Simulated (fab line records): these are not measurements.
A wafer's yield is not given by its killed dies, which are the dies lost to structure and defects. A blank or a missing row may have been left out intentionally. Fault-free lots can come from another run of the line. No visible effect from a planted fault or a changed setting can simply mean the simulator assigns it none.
fab line records    flow sky130
record: lots: 5  wafers: 15  last_day: 50
route steps=708 shown VIA3@593 METAL4@598 CAP2M@603 PAD_OPEN@708
lots untouched by any fault: they come from a run of this same line in which no faults occurred
start_h: start of the lot's first displayed wafer, in hours after the record's first day    wait_h: hours from the lot's prior step to this one    " same as the row above    L1.1+2: one row covering several wafers at once    - no value, or no start given    * or withheld: withheld    < > ~ a bound
route shown NAME@n: NAME is a module with steps in the file, n the number in the route of the first one    usual: mean and standard deviation over wafers with no fault    same: alike in all rows    chamber/n: place in a boat    sites: per-site readings    _std_site: their standard deviation    _edge_site: outer sites' mean less inner sites'    radius_mm: how far each site lies from the wafer's centre    mask NAME#n: copy n    behind: the most recent tool/chamber to have shaped the wafer    hold: why the lot was held/for how many hours/how that ended    device: names the non-switching transistor (n, p or np)    end of line: the route-end tests of the same wafers    a step without rows: its recipe alone    killed: at the first sort, the dies lost to defects and structure; wafer yield is something else    map: dies across one wafer; x = killed, . = not, _ = none there
set.NAME: the setting as run; set.NAME@STEP: as run at that earlier step    model.NAME: the simulator's own value behind a step, which no gauge read
certain route steps with their lots: each step a table, each wafer a row
services: when a tool's chamber went out of use (start_h, in hours from the record's first day, below 0 if earlier), for how many hours, and the reason
== steps ==
step: SKY_VIA3_SPUTTER_20
recipe: material: TiN  target_thk_nm: 20  chamber_pressure_pa: 5  power_w: 4000  time_s: 80
usual: throttle_valve_pct: 30.2/0.89
lot.wafer  tool            chamber  start_h  wait_h  throttle_valve_pct
L793.1     pvd_sputter-04  -        929.87   0.0     30.7
L793.2     "               -        "        "       30.2
L793.3     "               -        "        "       29.8
L803.2     pvd_sputter-02  -        1005.08  0.0     31.3
L803.4     "               -        "        "       29.9
L803.6     "               -        "        "       30.0
L805.3     pvd_sputter-01  -        1021.01  0.0     29.1
L805.4     "               -        "        "       30.8
L805.5     "               -        "        "       30.7
L814.1     pvd_sputter-01  -        1072.65  0.0     30.8
L814.2     "               -        "        "       32.1
L814.3     "               -        "        "       30.1
L815.2     pvd_sputter-04  -        1078.53  0.0     29.7
L815.3     "               -        "        "       29.5
L815.5     "               -        "        "       30.6
step: SKY_VIA3_CVD_21
recipe: material: W  target_thk_nm: 390  time_s: 117.31  temp_c: 400  pressure_torr: 40
step: SKY_VIA3_RS_MEAS_22
recipe: thk_meas_gauge: four-point-probe  reads: W_of_VIA3_CVD_21+TiN_of_VIA3_SPUTTER_20
usual: VIA3_W_RS: 0.290/0.0066
lot.wafer  tool           chamber  start_h  wait_h  VIA3_W_RS[ohm/sq]
L793.1     film_metro-04  -        930.05   0.1     0.281
L793.2     "              -        "        "       0.295
L793.3     "              -        "        "       0.282
L803.2     film_metro-04  -        1005.28  0.1     0.292
L803.4     "              -        "        "       0.294
L803.6     "              -        "        "       0.295
L805.3     film_metro-04  -        1021.23  0.1     0.297
L805.4     "              -        "        "       0.296
L805.5     "              -        "        "       0.295
L814.1     film_metro-03  -        1072.84  0.1     0.279
L814.2     "              -        "        "       0.293
L814.3     "              -        "        "       0.290
L815.2     film_metro-01  -        1078.73  0.1     0.281
L815.3     "              -        "        "       0.292
L815.5     "              -        "        "       0.295
step: SKY_VIA3_THK_MEAS_23
recipe: thk_meas_gauge: xrf  reads: W_of_VIA3_CVD_21
usual: VIA3_W_THK: 390/9.4
lot.wafer  tool           chamber  start_h  wait_h  VIA3_W_THK[nm]
L793.1     film_metro-04  -        930.17   0.1     404
L793.2     "              -        "        "       388
L793.3     "              -        "        "       405
L803.2     film_metro-04  -        1005.39  0.1     391
L803.4     "              -        "        "       391
L803.6     "              -        "        "       389
L805.3     film_metro-04  -        1021.33  0.1     384
L805.4     "              -        "        "       387
L805.5     "              -        "        "       387
L814.1     film_metro-03  -        1072.96  0.1     398
L814.2     "              -        "        "       384
L814.3     "              -        "        "       382
L815.2     film_metro-01  -        1078.84  0.1     397
L815.3     "              -        "        "       384
L815.5     "              -        "        "       381
step: SKY_VIA3_CMP_24
recipe: stop_on: SiO2  t_overpolish_s: 20  down_force_psi: 3.5  platen_rpm: 60  target_thk_nm: 0  pad_velocity_m_s: 0.94248
step: SKY_METAL4_SPUTTER_00
recipe: material: Ti  target_thk_nm: 15  power_w: 3000  time_s: 10  chamber_pressure_pa: 0.4
usual: throttle_valve_pct: 30.6/1
lot.wafer  tool            chamber  start_h  wait_h  throttle_valve_pct
L793.1     pvd_sputter-04  -        930.53   0.1     29.3
L793.2     "               -        "        "       30.7
L793.3     "               -        "        "       30.3
L803.2     pvd_sputter-04  -        1005.74  0.1     30.5
L803.4     "               -        "        "       30.4
L803.6     "               -        "        "       29.5
L805.3     pvd_sputter-04  -        1021.67  0.2     29.3
L805.4     "               -        "        "       30.2
L805.5     "               -        "        "       30.0
L814.1     pvd_sputter-03  -        1073.32  0.1     32.0
L814.2     "               -        "        "       30.3
L814.3     "               -        "        "       31.9
L815.2     pvd_sputter-01  -        1079.19  0.1     32.2
L815.3     "               -        "        "       30.0
L815.5     "               -        "        "       29.2
step: SKY_METAL4_SPUTTER_01
recipe: material: TiN  target_thk_nm: 20  power_w: 6500  time_s: 16.7  chamber_pressure_pa: 0.4
usual: throttle_valve_pct: 30.6/1
lot.wafer  tool            chamber  start_h  wait_h  throttle_valve_pct
L793.1     pvd_sputter-04  -        930.55   0.0     29.3
L793.2     "               -        "        "       30.4
L793.3     "               -        "        "       30.0
L803.2     pvd_sputter-04  -        1005.77  0.0     30.9
L803.4     "               -        "        "       30.3
L803.6     "               -        "        "       29.2
L805.3     pvd_sputter-04  -        1021.69  0.0     29.4
L805.4     "               -        "        "       30.0
L805.5     "               -        "        "       30.1
L814.1     pvd_sputter-03  -        1073.34  0.0     31.8
L814.2     "               -        "        "       29.9
L814.3     "               -        "        "       31.7
L815.2     pvd_sputter-01  -        1079.21  0.0     32.1
L815.3     "               -        "        "       29.9
L815.5     "               -        "        "       29.0
step: SKY_METAL4_SPUTTER_02
recipe: material: AlCu  target_thk_nm: 735  power_w: 10600  time_s: 39.1  chamber_pressure_pa: 0.4
step: SKY_METAL4_SPUTTER_03
recipe: material: Ti  target_thk_nm: 5  power_w: 3000  time_s: 3.3  chamber_pressure_pa: 0.4
step: SKY_METAL4_SPUTTER_04
recipe: material: TiN  target_thk_nm: 70  power_w: 6500  time_s: 58.3  chamber_pressure_pa: 0.4
usual: throttle_valve_pct: 30.6/1
lot.wafer  tool            chamber  start_h  wait_h  throttle_valve_pct
L793.1     pvd_sputter-04  -        930.64   0.0     29.2
L793.2     "               -        "        "       30.4
L793.3     "               -        "        "       30.2
L803.2     pvd_sputter-04  -        1005.85  0.0     30.8
L803.4     "               -        "        "       30.2
L803.6     "               -        "        "       29.6
L805.3     pvd_sputter-04  -        1021.78  0.0     29.4
L805.4     "               -        "        "       29.9
L805.5     "               -        "        "       30.0
L814.1     pvd_sputter-03  -        1073.42  0.0     32.1
L814.2     "               -        "        "       30.1
L814.3     "               -        "        "       32.0
L815.2     pvd_sputter-01  -        1079.30  0.0     32.5
L815.3     "               -        "        "       29.9
L815.5     "               -        "        "       29.1
step: SKY_CAP2M_CVD_00
recipe: material: SiO2  target_thk_nm: 15.5  temp_c: 400  time_s: withheld  rf_w: 450
step: SKY_CAP2M_THK_MEAS_01
recipe: reads: SiO2_of_CAP2M_CVD_00
usual: CAP2M_CVD_00_THK: 15.45/0.23
lot.wafer  tool           chamber  start_h  wait_h  CAP2M_CVD_00_THK[nm]
L793.1     film_metro-02  -        930.71   -       15.34
L793.2     "              -        "        "       15.38
L793.3     "              -        "        "       15.48
L803.2     film_metro-02  -        1005.93  -       15.65
L803.4     "              -        "        "       15.85
L803.6     "              -        "        "       15.90
L805.3     film_metro-01  -        1021.88  -       15.68
L805.4     "              -        "        "       15.57
L805.5     "              -        "        "       15.84
L814.1     film_metro-02  -        1073.49  -       15.34
L814.2     "              -        "        "       15.01
L814.3     "              -        "        "       14.89
L815.2     film_metro-02  -        1079.38  -       15.39
L815.3     "              -        "        "       15.35
L815.5     "              -        "        "       15.56
step: SKY_CAP2M_SPUTTER_02
recipe: material: TiN  target_thk_nm: 200  temp_c: 300  power_w: 6500  time_s: 166.7  chamber_pressure_pa: 0.4
usual: throttle_valve_pct: 30.2/0.95
lot.wafer  tool            chamber  start_h  wait_h  throttle_valve_pct  model.TiN_of_CAP2M_SPUTTER_02.thk_nm
L793.1     pvd_sputter-03  -        930.77   0.1     32.2                200.3
L793.2     "               -        "        "       30.0                201.2
L793.3     "               -        "        "       32.3                200.5
L803.2     pvd_sputter-02  -        1005.98  0.0     30.1                199.1
L803.4     "               -        "        "       28.8                197.6
L803.6     "               -        "        "       30.1                198.8
L805.3     pvd_sputter-02  -        1021.92  0.0     30.0                270.7
L805.4     "               -        "        "       31.4                201.2
L805.5     "               -        "        "       29.1                198.9
L814.1     pvd_sputter-04  -        1073.55  0.1     30.1                200.4
L814.2     "               -        "        "       29.7                199.6
L814.3     "               -        "        "       30.7                198.5
L815.2     pvd_sputter-03  -        1079.43  0.0     30.2                202.1
L815.3     "               -        "        "       32.0                201.9
L815.5     "               -        "        "       32.0                202.8
step: SKY_CAP2M_RS_MEAS_03
recipe: thk_meas_gauge: four-point-probe  reads: TiN_of_CAP2M_SPUTTER_02
usual: CAP2M_TIN_RS: 6.93/0.057
lot.wafer  tool           chamber  start_h  wait_h  CAP2M_TIN_RS[ohm/sq]
L793.1     film_metro-01  -        930.88   0.1     6.90
L793.2     "              -        "        "       6.87
L793.3     "              -        "        "       6.91
L803.2     film_metro-04  -        1006.11  0.1     6.95
L803.4     "              -        "        "       7.01
L803.6     "              -        "        "       6.95
L805.3     film_metro-01  -        1022.07  0.1     5.08
L805.4     "              -        "        "       6.86
L805.5     "              -        "        "       6.95
L814.1     film_metro-01  -        1073.66  0.1     6.89
L814.2     "              -        "        "       6.92
L814.3     "              -        "        "       6.97
L815.2     film_metro-02  -        1079.56  0.1     6.84
L815.3     "              -        "        "       6.83
L815.5     "              -        "        "       6.81
step: SKY_CAP2M_THK_MEAS_04
recipe: thk_meas_gauge: xrf  reads: TiN_of_CAP2M_SPUTTER_02
usual: CAP2M_TIN_THK: 198.5/1.7
lot.wafer  tool           chamber  start_h  wait_h  CAP2M_TIN_THK[nm]
L793.1     film_metro-01  -        931.00   0.1     201.0
L793.2     "              -        "        "       201.7
L793.3     "              -        "        "       200.9
L803.2     film_metro-04  -        1006.22  0.1     198.1
L803.4     "              -        "        "       196.8
L803.6     "              -        "        "       198.2
L805.3     film_metro-01  -        1022.17  0.1     270.2
L805.4     "              -        "        "       200.4
L805.5     "              -        "        "       197.9
L814.1     film_metro-01  -        1073.78  0.1     199.4
L814.2     "              -        "        "       199.0
L814.3     "              -        "        "       197.8
L815.2     film_metro-02  -        1079.67  0.1     200.8
L815.3     "              -        "        "       201.5
L815.5     "              -        "        "       201.2
step: SKY_CAP2M_DEHYDRATE_05
recipe: temp_c: 200  time_s: 60
step: SKY_CAP2M_HMDS_06
recipe: prime_time_s: 60  prime_temp_c: 120
step: SKY_CAP2M_COAT_07
recipe: resist: NOVOLAK  spin_rpm: 3000  resist_thk_nm: 1140
step: SKY_CAP2M_SOFTBAKE_08
recipe: temp_c: 90  time_s: 60  resist: NOVOLAK
step: SKY_CAP2M_EXPOSE_09
recipe: mask_id: CAP2M  na: 0.6  source_shape: conventional  sigma_outer: 0.6  polarization: unpolarized  target_cd_nm: 1000  dose_mj: 159
step: SKY_CAP2M_PEB_10
recipe: temp_c: withheld  time_s: *  resist: NOVOLAK
step: SKY_CAP2M_DEVELOP_11
recipe: resist: NOVOLAK  developer: TMAH  develop_time_s: 60  dev_temp_c: 23
step: SKY_CAP2M_OVL_MEAS_12
usual: CAP2M_OVL: -1.0/1.5
lot.wafer  tool        chamber  start_h  wait_h  CAP2M_OVL[nm]
L793.1     overlay-02  -        955.12   0.1     -2.9
L793.2     "           -        "        "       -1.2
L793.3     "           -        "        "       -0.5
L803.2     overlay-02  -        1028.18  0.1     -0.6
L803.4     "           -        "        "       0.1
L803.6     "           -        "        "       -1.0
L805.3     overlay-01  -        1044.99  0.1     1.0
L805.4     "           -        "        "       0.1
L805.5     "           -        "        "       1.6
L814.1     overlay-01  -        1094.42  0.1     -2.2
L814.2     "           -        "        "       -0.9
L814.3     "           -        "        "       -1.7
L815.2     overlay-02  -        1099.73  0.1     -0.6
L815.3     "           -        "        "       -1.8
L815.5     "           -        "        "       -0.4
step: SKY_CAP2M_METAL_ETCH_13
recipe: target_depth_nm: 220  stop_on: SiO2  chemistry: Cl2/BCl3  target: TiN  pressure_mtorr: 10  icp_w: 900  bias_w: 48.5  Cl2_flow_sccm: 60  bcl3_flow_sccm: 30  time_s: 62.9
usual: drypump_motor_current_A: 5.67/0.3  oes_product_au: 0.939/0.0061  throttle_valve_pct: 21.903/0.01
lot.wafer  tool          chamber  start_h  wait_h  drypump_motor_current_A  oes_product_au  rf_hours_counter_h  throttle_valve_pct
L793.1     rie_metal-04  0        955.16   0.0     5.58                     0.947           12                  21.904
L793.2     "             1        "        "       5.62                     0.943           14                  21.912
L793.3     "             0        "        "       5.61                     0.940           -                   21.906
L803.2     rie_metal-04  1        1028.21  0.0     5.60                     0.938           18                  21.915
L803.4     "             0        "        "       5.58                     0.923           -                   21.904
L803.6     "             1        "        "       5.60                     0.937           -                   21.905
L805.3     rie_metal-04  0        1045.07  0.1     5.61                     0.999           -                   21.863
L805.4     "             0        "        "       5.60                     0.946           -                   21.883
L805.5     "             0        "        "       5.61                     0.936           -                   21.913
L814.1     rie_metal-04  0        1094.46  0.0     5.60                     0.944           21                  21.895
L814.2     "             1        "        "       5.61                     0.944           21                  21.908
L814.3     "             1        "        "       5.60                     0.942           -                   21.908
L815.2     rie_metal-03  0        1099.76  0.0     6.14                     0.946           24                  21.878
L815.3     "             1        "        "       5.88                     0.951           -                   21.910
L815.5     "             0        "        "       6.12                     0.942           -                   21.903
step: SKY_CAP2M_STRIP_14
recipe: chemistry: O2/N2  power_w: 1400  pressure_mtorr: 1500  platen_temp_c: withheld  o2_flow_sccm: 3000  n2_flow_sccm: 300  overash_fraction: 0.5
usual: drypump_motor_current_A: 5.54/0.24  oes_product_au: 0.710/0.0046  strip_time_to_endpoint_s: 12.62/0.046
lot.wafer  tool             chamber  start_h  wait_h  drypump_motor_current_A  oes_product_au  rf_hours_counter_h  strip_time_to_endpoint_s
L793.1     plasma_asher-03  0        955.23   0.1     5.58                     0.703           50                  12.58
L793.2     "                1        "        "       5.58                     0.706           50                  12.60
L793.3     "                0        "        "       5.53                     0.706           -                   12.61
L803.2     plasma_asher-03  0        1028.28  0.1     5.56                     0.706           60                  12.73
L803.4     "                0        "        "       5.55                     0.715           -                   12.70
L803.6     "                1        "        "       5.59                     0.709           -                   12.72
L805.3     plasma_asher-03  0        1045.21  0.1     5.57                     0.715           -                   12.69
L805.4     "                1        "        "       5.59                     0.708           -                   12.61
L805.5     "                0        "        "       5.56                     0.710           -                   12.64
L814.1     plasma_asher-03  0        1094.53  0.1     5.57                     0.704           68                  12.61
L814.2     "                1        "        "       5.57                     0.708           68                  12.59
L814.3     "                1        "        "       5.59                     0.710           -                   12.62
L815.2     plasma_asher-03  1        1099.83  0.1     5.56                     0.717           69                  12.55
L815.3     "                1        "        "       5.57                     0.711           -                   12.64
L815.5     "                1        "        "       5.57                     0.709           -                   12.60
step: SKY_CAP2M_STRIP_15
recipe: chemistry: post_etch_residue_remover  time_s: 1200  temp_c: 72.5
usual: temp_c: 72.50/0.11
lot.wafer  tool          chamber  start_h  wait_h  temp_c  model.TiN_of_CAP2M_SPUTTER_02.thk_nm
L793.1     wet_bench-03  3        955.33   0.1     72.67   199.8
L793.2     "             3        "        "       72.37   200.8
L793.3     "             3        "        "       72.63   200
L803.2     wet_bench-04  2        1028.38  0.1     72.73   198.7
L803.4     "             2        "        "       72.65   197.2
L803.6     "             2        "        "       72.49   198.4
L805.3     wet_bench-04  2        1045.27  0.0     72.70   270.3
L805.4     "             2        "        "       72.63   200.8
L805.5     "             2        "        "       72.61   198.4
L814.1     wet_bench-02  1        1094.63  0.1     72.55   200
L814.2     "             1        "        "       72.57   199.2
L814.3     "             1        "        "       72.45   198.1
L815.2     wet_bench-03  1        1099.93  0.1     72.62   201.7
L815.3     "             1        "        "       72.67   201.5
L815.5     "             1        "        "       72.46   202.4
step: SKY_CAP2M_CLEAN_16
recipe: chemistry: IPA  time_s: 180  temp_c: 25
step: SKY_PAD_OPEN_PROBE_99
usual: defect_limited_yield: 82.5/2  killed_at_M0_to_M3: 44/7  killed_at_M4_up: 3.0/1.7  killed_at_contacts: 24/5.2  killed_at_front_end: 15/4.8  killed_at_other: 0.2/0.56  killed_dies: 86/9.7  killed_on_rim: 17/4.1  killed_open: 47/7.1  killed_short: 39/6.3  sort_bin_3_pad_short: 0.9/0.4  sort_bin_5_function: 10.3/1.6  sort_bin_6_memory: 6.3/1.2  sort_n_pass: 406/9.7  sort_yield_pct: 82.5/2
same: gross_dies: 492  killed_at_back_side: 0  sort_bin_4_leakage[%]: 0  sort_bin_8_speed[%]: 0
lot.wafer  tool       chamber  start_h  wait_h  defect_limited_yield[%]  killed_at_M0_to_M3  killed_at_M4_up  killed_at_contacts  killed_at_front_end  killed_at_other  killed_dies  killed_on_rim  killed_open  killed_short  sort_bin_3_pad_short[%]  sort_bin_5_function[%]  sort_bin_6_memory[%]  sort_n_pass  sort_yield_pct[%]
L803.2     prober-02  -        1141.17  0.1     84.6                     36                  5                23                  12                   0                76           13             37           39            0.8                      8.7                     5.9                   416          84.6
L803.4     prober-02  -        1141.27  0.2     85.0                     36                  4                24                  10                   0                74           22             35           39            1.0                      9.3                     4.7                   418          85.0
L803.6     prober-02  -        1141.37  0.2     82.5                     49                  2                23                  12                   0                86           13             46           40            0.6                      9.6                     7.3                   406          82.5
L805.3     prober-02  -        1155.29  0.2     0                        44                  5                23                  13                   407              492          96             44           41            83.7                     12.2                    4.1                   0            0
L805.4     prober-02  -        1155.34  0.2     81.7                     45                  2                31                  10                   2                90           17             54           35            1.2                      10.6                    6.5                   402          81.7
L805.5     prober-02  -        1155.39  0.2     81.9                     53                  2                18                  16                   0                89           15             52           37            0.6                      8.9                     8.5                   403          81.9
L814.1     prober-02  -        1193.95  0.1     78.7                     54                  4                27                  20                   0                105          16             62           43            0.2                      14.4                    6.7                   387          78.7
L814.2     prober-02  -        1194.00  0.1     79.7                     43                  4                32                  21                   0                100          23             57           43            0.4                      12.6                    7.3                   392          79.7
L814.3     prober-02  -        1194.05  0.2     83.1                     36                  2                30                  15                   0                83           17             50           33            0.8                      11.2                    4.9                   409          83.1
L815.2     prober-01  -        1198.45  0.1     83.7                     52                  1                16                  11                   0                80           19             43           36            0.8                      10.4                    5.1                   412          83.7
L815.3     prober-01  -        1198.50  0.2     80.7                     38                  8                30                  19                   0                95           18             55           40            0.8                      11.0                    7.5                   397          80.7
L815.5     prober-01  -        1198.60  0.2     84.3                     41                  1                19                  16                   0                77           12             42           34            1.2                      8.1                     6.3                   415          84.3
killed by level:class
L803.2 VIA1:geometric_particle:open=9 CONTACT:geometric_particle:open=8 METAL1:geometric_particle:short=6 VIA3:geometric_particle:open=6 LI_CONTACT:geometric_particle:open=5 VIA1:geometric_particle:short=5 FIELD_ISO:geometric_particle:short=4 CONTACT:geometric_particle:short=4
L803.4 VIA1:geometric_particle:open=10 LOCAL_INTERCONNECT:geometric_particle:short=6 CONTACT:geometric_particle:short=6 CONTACT:geometric_particle:open=5 METAL1:geometric_particle:open=4 VIA3:geometric_particle:open=4 METAL4:geometric_particle:short=4 FIELD_ISO:geometric_particle:open=3
L803.6 VIA1:geometric_particle:open=11 LI_CONTACT:geometric_particle:open=9 VIA1:geometric_particle:short=7 CONTACT:geometric_particle:open=6 METAL1:geometric_particle:short=6 VIA2:geometric_particle:open=5 POLY_GATE:geometric_particle:short=4 METAL2:geometric_particle:short=4
L805.3 CAP2M:area_etch=405 VIA1:geometric_particle:open=11 VIA3:geometric_particle:open=8 VIA1:geometric_particle:short=8 LI_CONTACT:geometric_particle:open=7 CONTACT:geometric_particle:open=5 CONTACT:geometric_particle:short=5 VIA2:geometric_particle:open=5
L805.4 CONTACT:geometric_particle:open=17 VIA1:geometric_particle:open=11 VIA3:geometric_particle:open=8 VIA2:geometric_particle:open=7 LI_CONTACT:geometric_particle:short=5 LOCAL_INTERCONNECT:geometric_particle:short=5 METAL1:geometric_particle:short=5 VIA1:geometric_particle:short=5
L805.5 VIA1:geometric_particle:open=16 VIA2:geometric_particle:open=9 CONTACT:geometric_particle:open=6 METAL1:geometric_particle:short=6 VIA2:geometric_particle:short=6 VIA1:geometric_particle:short=5 LI_CONTACT:geometric_particle:open=4 SPACER:geometric_particle:short=4
L814.1 VIA1:geometric_particle:open=18 CONTACT:geometric_particle:open=11 LI_CONTACT:geometric_particle:open=9 FIELD_ISO:geometric_particle:open=7 METAL1:geometric_particle:short=7 VIA3:geometric_particle:short=6 FIELD_ISO:geometric_particle:short=4 VIA3:geometric_particle:open=4
L814.2 CONTACT:geometric_particle:open=17 VIA1:geometric_particle:open=11 CONTACT:geometric_particle:short=8 VIA1:geometric_particle:short=8 FIELD_ISO:geometric_particle:open=7 FIELD_ISO:geometric_particle:short=6 VIA3:geometric_particle:open=6 METAL1:geometric_particle:short=6
L814.3 CONTACT:geometric_particle:open=10 LI_CONTACT:geometric_particle:open=10 VIA1:geometric_particle:open=8 VIA2:geometric_particle:open=8 FIELD_ISO:geometric_particle:short=5 LOCAL_INTERCONNECT:geometric_particle:short=5 METAL1:geometric_particle:short=4 VIA3:geometric_particle:open=4
L815.2 VIA1:geometric_particle:open=13 METAL1:geometric_particle:short=8 VIA3:geometric_particle:open=7 CONTACT:geometric_particle:open=6 VIA3:geometric_particle:short=5 FIELD_ISO:geometric_particle:open=4 LI_CONTACT:geometric_particle:open=4 CONTACT:geometric_particle:short=4
L815.3 CONTACT:geometric_particle:open=13 VIA1:geometric_particle:open=13 VIA3:geometric_particle:open=8 METAL4:geometric_particle:short=7 LI_CONTACT:geometric_particle:open=6 LOCAL_INTERCONNECT:geometric_particle:short=6 FIELD_ISO:geometric_particle:short=4 POLY_GATE:geometric_particle:open=4
L815.5 VIA1:geometric_particle:open=10 VIA3:geometric_particle:short=6 LI_CONTACT:geometric_particle:open=5 LOCAL_INTERCONNECT:geometric_particle:short=5 METAL1:geometric_particle:short=5 VIA2:geometric_particle:open=5 FIELD_ISO:geometric_particle:open=4 POLY_GATE:geometric_particle:open=4
map L805.3 (x killed, . not)
__________xxxxxxxxxx_________
________xxxxxxxxxxxxxx_______
______xxxxxxxxxxxxxxxxxx_____
_____xxxxxxxxxxxxxxxxxxxx____
____xxxxxxxxxxxxxxxxxxxxxx___
___xxxxxxxxxxxxxxxxxxxxxxxx__
__xxxxxxxxxxxxxxxxxxxxxxxxxx_
_xxxxxxxxxxxxxxxxxxxxxxxxxxxx
_xxxxxxxxxxxxxxxxxxxxxxxxxxxx
_xxxxxxxxxxxxxxxxxxxxxxxxxxxx
_xxxxxxxxxxxxxxxxxxxxxxxxxxxx
_xxxxxxxxxxxxxxxxxxxxxxxxxxxx
_xxxxxxxxxxxxxxxxxxxxxxxxxxxx
_xxxxxxxxxxxxxxxxxxxxxxxxxxxx
_xxxxxxxxxxxxxxxxxxxxxxxxxxxx
__xxxxxxxxxxxxxxxxxxxxxxxxxx_
___xxxxxxxxxxxxxxxxxxxxxxxx__
____xxxxxxxxxxxxxxxxxxxxxx___
_____xxxxxxxxxxxxxxxxxxxx____
______xxxxxxxxxxxxxxxxxx_____
________xxxxxxxxxxxxxx_______
__________xxxxxxxxxx_________
map L803.6 (x killed, . not)
__________.........._________
________.x......x..x.._______
______..........x.xx...._____
_____x.....x..x..........____
____..x...x....x.xx...x...___
___....x......x.x...x...x..__
__x...x..x..x.....x..xx....._
_.xx..x..x......x...x........
_.....x..x.x.........x.......
_x........xx.....x..x.xxx..x.
_...x..........xx............
_......x....................x
_....x...x....x..x..........x
_...x.....xxx......x.........
_xx..xx.....x.......x..x.....
__.x...........x...xx....x.._
___..x..............x..x...__
____......................___
_____..........x......x..____
______......x..xxx......_____
________.....x.x.....x_______
__________.........x_________
== services ==
tool             chamber  start_h  hours  kind
rie_metal-03     0        906.95   2.2    repair
rie_metal-04     0        908.29   1.8    repair
pvd_sputter-01   -        918.80   6.6    repair
rie_metal-04     0        923.60   20.7   repair
rie_metal-03     -        958.19   2.8    pm
rie_metal-04     -        959.22   4.3    pm
plasma_asher-03  -        959.30   0.5    repair
pvd_sputter-04   -        963.20   8.8    repair
rie_metal-03     -        981.81   0.2    repair
pvd_sputter-04   -        992.93   1.3    repair
rie_metal-04     -        1008.66  1.3    repair
rie_metal-04     1        1042.70  9.7    repair
pvd_sputter-04   -        1049.80  10.7   repair
pvd_sputter-04   -        1066.53  0.6    repair
== key ==
first_sign: step: SKY_CAP2M_RS_MEAS_03  reading: CAP2M_TIN_RS  direction: down  sigmas: 32  usual: 6.93  struck: 5.08
effect: step: SKY_CAP2M_THK_MEAS_04  reading: CAP2M_TIN_THK  direction: up  sigmas: 41  usual: 198.5  struck: 270.2
effect: step: SKY_CAP2M_METAL_ETCH_13  reading: oes_product_au  direction: up  sigmas: 9.8  usual: 0.939  struck: 0.999
effect: step: SKY_PAD_OPEN_PROBE_99  reading: killed_at_other  direction: up  sigmas: 99+  usual: 0.2  struck: 407
model_effect: step: SKY_CAP2M_SPUTTER_02  value: TiN_of_CAP2M_SPUTTER_02.thk_nm  without: 202.2  struck: 270.7
model_effect: step: SKY_CAP2M_STRIP_15  value: TiN_of_CAP2M_SPUTTER_02.thk_nm  without: 201.7  struck: 270.3
more_kills_born_at: SKY_CAP2M_METAL_ETCH_13@rie_metal-04: 405
met_at SKY_CAP2M_SPUTTER_02
struck_wafers L805.3
later_rows_left_out L805.3
onset_between 1005.98 1021.92
fault: kind: process_parameter_drift  tool: pvd_sputter-02  chamber: -  onset_h: 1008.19  steps: SKY_CAP2M_SPUTTER_02  channel: target_thk_nm  offset: 68.573  shape: step  end_h: 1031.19  scope: struck_wafers_only  acts_in: these_recipes_only  stated: 200
later_rows_left_out: the simulator's readings of these wafers behind a module that went badly wrong aren't trusted and aren't shown, but for the sort
